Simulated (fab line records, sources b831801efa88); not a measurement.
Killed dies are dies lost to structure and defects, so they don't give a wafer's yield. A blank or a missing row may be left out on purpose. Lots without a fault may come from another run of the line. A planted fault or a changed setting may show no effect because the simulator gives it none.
fab line records | flow gf180mcu
record lots=24 wafers=72 last_day=34
route steps=602 shown STI@1 NWELL@49 VT_IMPLANT@121 DUAL_GATE@144 POLY_GATE@158
lots that met no fault: from a run of the same line without faults
start_h: hours from the record's first day to the start of the lot's first wafer shown | wait_h: hours since the lot's step before | " the same as in the row above | L1.1+2: a row that stands for several wafers | - no value, or no start given | * or withheld: withheld | < > ~ a bound
route shown NAME@n: a module of which the file shows steps, and the number in the route of the first | usual: mean/standard deviation of fault-free wafers | same: alike in all rows | chamber/n: place in a boat | sites: the reading at each site | _std_site: their standard deviation | _edge_site: outer sites' mean less inner sites' | radius_mm: how far each site lies from the wafer's centre | mask NAME#n: copy n | behind: the tool/chamber that last shaped the wafer | hold: why the lot was held/for how many hours/how that ended | device: the transistor (n, p or np) that didn't switch | end of line: the same wafers' tests at the end of the route | a step without rows: its recipe alone | killed: dies lost to structure and defects at the first sort, not the wafer's yield | map: a wafer's dies, x killed, . not, _ none there
set.NAME: the setting as run; set.NAME@STEP: as run at that earlier step | model.NAME: the simulator's own value behind a step, which no gauge read
steps of the route over a sample of lots; a table a step, a row a wafer
services: from which hour (start_h, from the record's first day; less than 0 if before it) a tool's chamber was out of use, for how many hours, and why
## steps
# step GF_STI_BOW_MEAS_00
# recipe mode=bow
# usual INCOMING_BOW=0/6.3
# columns lot.wafer tool chamber start_h wait_h INCOMING_BOW[um]
L074.2 film_metro-03 - 10.02 - -3
L074.3 " - " " 2
L074.6 " - " " -14
L075.1 film_metro-03 - 15.00 - 2
L075.4 " - " " -2
L075.5 " - " " -2
L076.1 film_metro-02 - 20.00 - 10
L076.2 " - " " -6
L076.5 " - " " 0
L077.1 film_metro-01 - 25.00 - -2
L077.2 " - " " 0
L077.3 " - " " -3
L078.2 film_metro-02 - 30.02 - 5
L078.3 " - " " -11
L078.4 " - " " -4
L079.1 film_metro-02 - 35.02 - 6
L079.3 " - " " -4
L079.6 " - " " -3
L080.1 film_metro-03 - 40.00 - 9
L080.2 " - " " 14
L080.6 " - " " -1
L081.3 film_metro-01 - 45.04 - -2
L081.4 " - " " -3
L081.5 " - " " -3
L082.1 film_metro-02 - 50.00 - 7
L082.2 " - " " 12
L082.5 " - " " -11
L083.3 film_metro-02 - 55.04 - 8
L083.4 " - " " -1
L083.5 " - " " 0
L084.2 film_metro-02 - 60.02 - -7
L084.5 " - " " 8
L084.6 " - " " -10
L085.2 film_metro-02 - 65.02 - 2
L085.5 " - " " 4
L085.6 " - " " -1
L086.3 film_metro-03 - 70.04 - 9
L086.4 " - " " 4
L086.5 " - " " 0
L087.1 film_metro-01 - 75.00 - 0
L087.2 " - " " -4
L087.4 " - " " -7
L088.2 film_metro-02 - 80.02 - -1
L088.3 " - " " 3
L088.5 " - " " -7
L089.1 film_metro-01 - 85.00 - 0
L089.2 " - " " -7
L089.4 " - " " 6
L090.1 film_metro-01 - 90.00 - 1
L090.5 " - " " 13
L090.6 " - " " -4
L091.1 film_metro-02 - 95.00 - 1
L091.4 " - " " 4
L091.6 " - " " 7
L092.2 film_metro-01 - 100.02 - -2
L092.5 " - " " 10
L092.6 " - " " 3
L093.1 film_metro-03 - 105.00 - 8
L093.3 " - " " -2
L093.4 " - " " 0
L094.2 film_metro-02 - 110.02 - 1
L094.3 " - " " -13
L094.5 " - " " -2
L095.2 film_metro-01 - 115.02 - 7
L095.3 " - " " -4
L095.5 " - " " -5
L096.3 film_metro-02 - 120.04 - -2
L096.4 " - " " 11
L096.6 " - " " 1
L097.2 film_metro-01 - 125.02 - 4
L097.3 " - " " 0
L097.4 " - " " 10
# step GF_NWELL_OVL_MEAS_07
# usual NWELL_OVL=0.1/1.4
# columns lot.wafer tool chamber start_h wait_h NWELL_OVL[nm]
L074.2 overlay-01 - 54.56 - 1.3
L074.3 " - " " 2.1
L074.6 " - " " 2.3
L075.1 overlay-01 - 62.49 - -0.7
L075.4 " - " " -1.4
L075.5 " - " " -1.5
L076.1 overlay-01 - 66.56 - -0.5
L076.2 " - " " -0.8
L076.5 " - " " -0.9
L077.1 overlay-01 - 70.76 - 0.0
L077.2 " - " " -0.4
L077.3 " - " " -1.1
L078.2 overlay-01 - 77.56 - 0.6
L078.3 " - " " 0.2
L078.4 " - " " 0.8
L079.1 overlay-02 - 82.76 - 0.6
L079.3 " - " " -0.7
L079.6 " - " " -1.2
L080.1 overlay-01 - 87.01 - -0.7
L080.2 " - " " -1.8
L080.6 " - " " -1.1
L081.3 overlay-02 - 96.77 - 1.2
L081.4 " - " " 0.0
L081.5 " - " " 1.3
L082.1 overlay-02 - 98.41 - 0.3
L082.2 " - " " -0.8
L082.5 " - " " 0.5
L083.3 overlay-02 - 103.42 - 2.1
L083.4 " - " " 3.5
L083.5 " - " " 1.6
L084.2 overlay-02 - 109.26 - -0.7
L084.5 " - " " 0.4
L084.6 " - " " 0.5
L085.2 overlay-01 - 116.16 - 0.0
L085.5 " - " " 1.2
L085.6 " - " " 1.1
L086.3 overlay-02 - 119.25 - -1.1
L086.4 " - " " -1.0
L086.5 " - " " -1.8
L087.1 overlay-01 - 126.96 - 2.1
L087.2 " - " " 0.7
L087.4 " - " " 1.0
L088.2 overlay-01 - 131.71 - -2.4
L088.3 " - " " -3.1
L088.5 " - " " -3.6
L089.1 overlay-02 - 136.86 - 0.6
L089.2 " - " " 0.1
L089.4 " - " " 0.3
L090.1 overlay-02 - 142.85 - -1.6
L090.5 " - " " -1.5
L090.6 " - " " -1.8
L091.1 overlay-01 - 148.76 - 1.5
L091.4 " - " " 0.1
L091.6 " - " " 0.5
L092.2 overlay-02 - 153.65 - -0.9
L092.5 " - " " 0.0
L092.6 " - " " -0.2
L093.1 overlay-02 - 160.61 - -0.8
L093.3 " - " " 0.6
L093.4 " - " " -0.4
L094.2 overlay-01 - 165.41 - -1.9
L094.3 " - " " -1.5
L094.5 " - " " -0.9
L095.2 overlay-01 - 169.41 - 1.9
L095.3 " - " " 2.2
L095.5 " - " " 1.6
L096.3 overlay-01 - 175.47 - 1.8
L096.4 " - " " 3.0
L096.6 " - " " 2.5
L097.2 overlay-02 - 183.21 - 1.0
L097.3 " - " " -0.4
L097.4 " - " " 0.9
# step GF_VT_IMPLANT_STRIP_31
# recipe chemistry=O2/N2 power_w=1400 pressure_mtorr=1500 platen_temp_c=250 o2_flow_sccm=3000 n2_flow_sccm=300 overash_fraction=0.5
# usual drypump_motor_current_A=5.8/0.41 heater_power_w=322/47 oes_product_au=0.717/0.0046 strip_time_to_endpoint_s=12.65/0.034
# columns lot.wafer tool chamber start_h wait_h drypump_motor_current_A heater_power_w oes_product_au rf_hours_counter_h strip_time_to_endpoint_s
L074.2 plasma_asher-01 0 139.33 0.1 5.8 254 0.722 35 12.65
L074.3 " 1 " " 5.7 349 0.712 - 12.69
L074.6 " 1 " " 5.7 367 0.717 - 12.64
L075.1 plasma_asher-03 0 147.61 0.1 5.6 353 0.717 50 12.63
L075.4 " 0 " " 5.7 368 0.707 - 12.64
L075.5 " 1 " " 6.3 356 0.718 - 12.61
L076.1 plasma_asher-01 1 154.13 0.1 5.7 360 0.712 37 12.63
L076.2 " 0 " " 5.8 248 0.709 37 12.61
L076.5 " 0 " " 5.8 253 0.710 - 12.64
L077.1 plasma_asher-03 1 160.18 0.1 6.3 348 0.711 51 12.66
L077.2 " 0 " " 5.7 368 0.720 51 12.67
L077.3 " 0 " " 5.7 374 0.715 - 12.65
L078.2 plasma_asher-01 1 168.89 0.1 5.7 357 0.710 38 12.61
L078.3 " 0 " " 5.9 248 0.712 - 12.65
L078.4 " 1 " " 5.7 358 0.715 - 12.65
L079.1 plasma_asher-03 1 173.53 0.1 6.3 347 0.722 53 12.68
L079.3 " 1 " " 6.3 349 0.710 - 12.68
L079.6 " 1 " " 6.3 355 0.712 - 12.68
L080.1 plasma_asher-03 0 179.49 0.1 5.7 365 0.724 53 12.68
L080.2 " 1 " " 6.3 351 0.719 53 12.66
L080.6 " 0 " " 5.6 362 0.721 - 12.70
L081.3 plasma_asher-03 1 190.01 0.1 6.3 344 0.721 - 12.68
L081.4 " 0 " " 5.6 363 0.714 - 12.66
L081.5 " 0 " " 5.6 368 0.715 - 12.69
L082.1 plasma_asher-01 0 194.09 0.1 5.8 250 0.714 41 12.64
L082.2 " 1 " " 5.7 371 0.711 41 12.63
L082.5 " 0 " " 5.7 244 0.715 - 12.64
L083.3 plasma_asher-04 0 197.82 0.1 6.0 261 0.708 - 12.61
L083.4 " 1 " " 4.9 317 0.717 - 12.60
L083.5 " 0 " " 6.0 264 0.715 - 12.67
L084.2 plasma_asher-03 0 204.29 0.1 5.6 366 0.718 56 12.63
L084.5 " 0 " " 5.6 356 0.723 - 12.66
L084.6 " 1 " " 6.3 356 0.725 - 12.66
L085.2 plasma_asher-01 1 214.03 0.1 5.7 359 0.722 44 12.70
L085.5 " 1 " " 5.7 360 0.710 - 12.65
L085.6 " 0 " " 5.8 252 0.716 - 12.69
L086.3 plasma_asher-01 1 218.42 0.1 5.7 355 0.717 - 12.70
L086.4 " 0 " " 5.9 247 0.713 - 12.68
L086.5 " 0 " " 5.8 248 0.713 - 12.68
L087.1 plasma_asher-04 0 224.93 0.1 6.1 267 0.710 59 12.68
L087.2 " 1 " " 4.8 320 0.711 59 12.66
L087.4 " 0 " " 6.0 258 0.713 - 12.68
L088.2 plasma_asher-04 1 231.89 0.1 4.9 319 0.719 60 12.67
L088.3 " 1 " " 4.9 319 0.719 - 12.64
L088.5 " 0 " " 6.0 273 0.714 - 12.65
L089.1 plasma_asher-01 1 237.68 0.1 5.7 353 0.718 46 12.56
L089.2 " 0 " " 5.8 244 0.713 46 12.59
L089.4 " 1 " " 5.7 359 0.723 - 12.62
L090.1 plasma_asher-04 1 246.63 0.1 4.8 319 0.729 61 12.64
L090.5 " 0 " " 6.0 269 0.719 - 12.62
L090.6 " 1 " " 4.8 313 0.724 - 12.58
L091.1 plasma_asher-03 1 251.14 0.1 6.3 356 0.724 61 12.62
L091.4 " 1 " " 6.3 351 0.718 - 12.65
L091.6 " 0 " " 5.7 375 0.717 - 12.65
L092.2 plasma_asher-01 1 258.19 0.1 5.7 357 0.720 48 12.56
L092.5 " 1 " " 5.7 365 0.718 - 12.60
L092.6 " 0 " " 5.8 244 0.719 - 12.59
L093.1 plasma_asher-04 1 266.34 0.1 4.9 311 0.724 64 12.55
L093.3 " 0 " " 6.0 275 0.706 - 12.63
L093.4 " 1 " " 4.9 317 0.715 - 12.58
L094.2 plasma_asher-03 1 272.79 0.1 6.3 342 0.719 64 12.69
L094.3 " 1 " " 6.3 354 0.720 - 12.62
L094.5 " 0 " " 5.7 373 0.720 - 12.62
L095.2 plasma_asher-01 0 276.08 0.1 5.8 247 0.712 50 12.58
L095.3 " 1 " " 5.7 358 0.719 - 12.63
L095.5 " 0 " " 5.8 249 0.720 - 12.63
L096.3 plasma_asher-04 0 285.26 0.1 6.1 264 0.715 - 12.65
L096.4 " 1 " " 4.8 314 0.712 - 12.63
L096.6 " 0 " " 6.0 261 0.715 - 12.68
L097.2 plasma_asher-03 0 293.54 0.1 5.6 363 0.717 66 12.66
L097.3 " 1 " " 6.3 349 0.713 - 12.71
L097.4 " 0 " " 5.6 362 0.719 - 12.67
# step GF_VT_IMPLANT_TW_MEAS_32
# usual VT_IMPLANT_3_TW=272/3.5
# columns lot.wafer tool chamber start_h wait_h VT_IMPLANT_3_TW
L074.2 film_metro-02 - 139.44 0.1 266
L074.3 " - " " 267
L074.6 " - " " 268
L075.1 film_metro-04 - 147.71 0.1 274
L075.4 " - " " 275
L075.5 " - " " 275
L076.1 film_metro-01 - 154.23 0.1 273
L076.2 " - " " 271
L076.5 " - " " 274
L077.1 film_metro-01 - 160.28 0.1 270
L077.2 " - " " 272
L077.3 " - " " 273
L078.2 film_metro-01 - 169.00 0.1 269
L078.3 " - " " 269
L078.4 " - " " 270
L079.1 film_metro-01 - 173.63 0.1 269
L079.3 " - " " 270
L079.6 " - " " 269
L080.1 film_metro-01 - 179.59 0.1 269
L080.2 " - " " 269
L080.6 " - " " 270
L081.3 film_metro-04 - 190.10 0.1 275
L081.4 " - " " 275
L081.5 " - " " 275
L082.1 film_metro-02 - 194.19 0.1 262
L082.2 " - " " 263
L082.5 " - " " 263
L083.3 film_metro-04 - 197.91 0.1 274
L083.4 " - " " 274
L083.5 " - " " 274
L084.2 film_metro-01 - 204.40 0.1 273
L084.5 " - " " 272
L084.6 " - " " 272
L085.2 film_metro-04 - 214.14 0.1 276
L085.5 " - " " 274
L085.6 " - " " 273
L086.3 film_metro-04 - 218.51 0.1 275
L086.4 " - " " 274
L086.5 " - " " 276
L087.1 film_metro-04 - 225.03 0.1 276
L087.2 " - " " 274
L087.4 " - " " 274
L088.2 film_metro-02 - 232.00 0.1 267
L088.3 " - " " 267
L088.5 " - " " 265
L089.1 film_metro-01 - 237.78 0.1 270
L089.2 " - " " 271
L089.4 " - " " 270
L090.1 film_metro-04 - 246.73 0.1 274
L090.5 " - " " 272
L090.6 " - " " 274
L091.1 film_metro-04 - 251.24 0.1 274
L091.4 " - " " 273
L091.6 " - " " 276
L092.2 film_metro-04 - 258.30 0.1 275
L092.5 " - " " 276
L092.6 " - " " 275
L093.1 film_metro-01 - 266.44 0.1 270
L093.3 " - " " 268
L093.4 " - " " 270
L094.2 film_metro-02 - 272.90 0.1 265
L094.3 " - " " 264
L094.5 " - " " 266
L095.2 film_metro-04 - 276.19 0.1 273
L095.3 " - " " 273
L095.5 " - " " 272
L096.3 film_metro-04 - 285.35 0.1 273
L096.4 " - " " 272
L096.6 " - " " 274
L097.2 film_metro-04 - 293.65 0.1 273
L097.3 " - " " 275
L097.4 " - " " 274
# step GF_DUAL_GATE_THK_MEAS_03
# recipe reads=SiO2_of_DUAL_GATE_OXIDATION_02
# usual DUAL_GATE_OXIDATION_00_THK=10.80/0.17
# columns lot.wafer tool chamber start_h wait_h DUAL_GATE_OXIDATION_00_THK[nm]
L074.2 film_metro-03 - 157.68 0.0 10.72
L074.3 " - " " 10.61
L074.6 " - " " 10.65
L075.1 film_metro-01 - 165.77 0.0 10.71
L075.4 " - " " 10.94
L075.5 " - " " 10.76
L076.1 film_metro-02 - 173.05 0.0 10.94
L076.2 " - " " 10.80
L076.5 " - " " 10.86
L077.1 film_metro-01 - 179.10 0.0 10.54
L077.2 " - " " 10.54
L077.3 " - " " 10.51
L078.2 film_metro-02 - 188.36 0.0 10.73
L078.3 " - " " 10.84
L078.4 " - " " 10.74
L079.1 film_metro-02 - 198.44 0.0 10.79
L079.3 " - " " 10.82
L079.6 " - " " 10.93
L080.1 film_metro-01 - 206.47 0.0 10.41
L080.2 " - " " 10.57
L080.6 " - " " 10.60
L081.3 film_metro-01 - 212.45 0.0 10.65
L081.4 " - " " 10.77
L081.5 " - " " 10.76
L082.1 film_metro-02 - 215.12 0.0 10.79
L082.2 " - " " 10.69
L082.5 " - " " 10.84
L083.3 film_metro-01 - 218.15 0.0 10.98
L083.4 " - " " 10.84
L083.5 " - " " 10.83
L084.2 film_metro-01 - 223.94 0.0 11.40
L084.5 " - " " 11.38
L084.6 " - " " 11.05
L085.2 film_metro-01 - 234.53 0.0 10.89
L085.5 " - " " 10.75
L085.6 " - " " 10.88
L086.3 film_metro-03 - 239.78 0.0 10.94
L086.4 " - " " 10.81
L086.5 " - " " 10.77
L087.1 film_metro-03 - 245.91 0.0 10.84
L087.2 " - " " 10.88
L087.4 " - " " 10.71
L088.2 film_metro-03 - 252.68 0.0 10.71
L088.3 " - " " 10.78
L088.5 " - " " 11.03
L089.1 film_metro-01 - 259.01 0.0 10.59
L089.2 " - " " 10.56
L089.4 " - " " 10.53
L090.1 film_metro-02 - 267.98 0.0 10.91
L090.5 " - " " 10.84
L090.6 " - " " 10.92
L091.1 film_metro-02 - 272.22 0.0 10.59
L091.4 " - " " 10.72
L091.6 " - " " 10.85
L092.2 film_metro-01 - 279.85 0.0 10.92
L092.5 " - " " 10.77
L092.6 " - " " 10.77
L093.1 film_metro-02 - 288.82 0.0 11.09
L093.3 " - " " 11.04
L093.4 " - " " 10.95
L094.2 film_metro-03 - 295.95 0.0 10.95
L094.3 " - " " 10.77
L094.5 " - " " 10.88
L095.2 film_metro-02 - 298.79 0.0 10.64
L095.3 " - " " 10.76
L095.5 " - " " 11.12
L096.3 film_metro-01 - 307.93 0.0 10.73
L096.4 " - " " 10.69
L096.6 " - " " 10.63
L097.2 film_metro-01 - 316.67 0.0 10.75
L097.3 " - " " 10.73
L097.4 " - " " 10.69
# step GF_POLY_GATE_THK_MEAS_01
# recipe reads=poly-Si_of_POLY_GATE_CVD_00
# usual POLY_GATE_CVD_00_THK=199.9/2
# columns lot.wafer tool chamber start_h wait_h POLY_GATE_CVD_00_THK[nm]
L074.2 film_metro-01 - 176.74 0.0 199.3
L074.3 " - " " 199.7
L074.6 " - " " 199.0
L075.1 film_metro-01 - 184.86 0.0 201.1
L075.4 " - " " 202.3
L075.5 " - " " 201.3
L076.1 film_metro-03 - 193.06 0.0 203.8
L076.2 " - " " 205.1
L076.5 " - " " 204.3
L077.1 film_metro-03 - 203.53 0.0 200.1
L077.2 " - " " 198.2
L077.3 " - " " 200.1
L078.2 film_metro-04 - 213.01 0.0 202.8
L078.3 " - " " 203.7
L078.4 " - " " 201.6
L079.1 film_metro-04 - 219.33 0.0 198.7
L079.3 " - " " 198.0
L079.6 " - " " 198.9
L080.1 film_metro-04 - 226.65 0.0 198.1
L080.2 " - " " 196.7
L080.6 " - " " 197.8
L081.3 film_metro-03 - 233.18 0.0 203.0
L081.4 " - " " 201.2
L081.5 " - " " 202.6
L082.1 film_metro-01 - 236.48 0.0 200.1
L082.2 " - " " 201.1
L082.5 " - " " 201.8
L083.3 film_metro-03 - 239.46 0.0 196.3
L083.4 " - " " 197.2
L083.5 " - " " 198.2
L084.2 film_metro-01 - 244.78 0.0 198.3
L084.5 " - " " 197.4
L084.6 " - " " 199.2
L085.2 film_metro-01 - 255.84 0.0 201.6
L085.5 " - " " 201.7
L085.6 " - " " 201.0
L086.3 film_metro-01 - 262.63 0.0 199.3
L086.4 " - " " 198.3
L086.5 " - " " 199.7
L087.1 film_metro-01 - 268.53 0.0 199.8
L087.2 " - " " 199.1
L087.4 " - " " 199.2
L088.2 film_metro-01 - 274.50 0.0 197.7
L088.3 " - " " 200.0
L088.5 " - " " 198.7
L089.1 film_metro-01 - 281.82 0.0 198.0
L089.2 " - " " 199.1
L089.4 " - " " 199.1
L090.1 film_metro-04 - 290.67 0.0 200.5
L090.5 " - " " 201.5
L090.6 " - " " 201.2
L091.1 film_metro-01 - 296.53 0.0 197.8
L091.4 " - " " 197.0
L091.6 " - " " 198.8
L092.2 film_metro-01 - 302.85 0.0 201.3
L092.5 " - " " 201.4
L092.6 " - " " 199.5
L093.1 film_metro-01 - 311.88 0.0 197.6
L093.3 " - " " 200.3
L093.4 " - " " 197.3
L094.2 film_metro-03 - 319.55 0.0 198.0
L094.3 " - " " 199.2
L094.5 " - " " 198.7
L095.2 film_metro-01 - 324.46 0.0 201.6
L095.3 " - " " 203.0
L095.5 " - " " 201.6
L096.3 film_metro-03 - 331.16 0.0 197.9
L096.4 " - " " 199.4
L096.6 " - " " 199.3
L097.2 film_metro-01 - 340.59 0.0 200.0
L097.3 " - " " 198.3
L097.4 " - " " 197.9
## services
# columns tool chamber start_h hours kind
plasma_asher-04 - 162.28 1.4 repair
plasma_asher-04 - 204.60 14.6 pm
plasma_asher-01 - 247.58 2.8 pm
plasma_asher-04 - 253.57 0.8 repair
## key
fault none
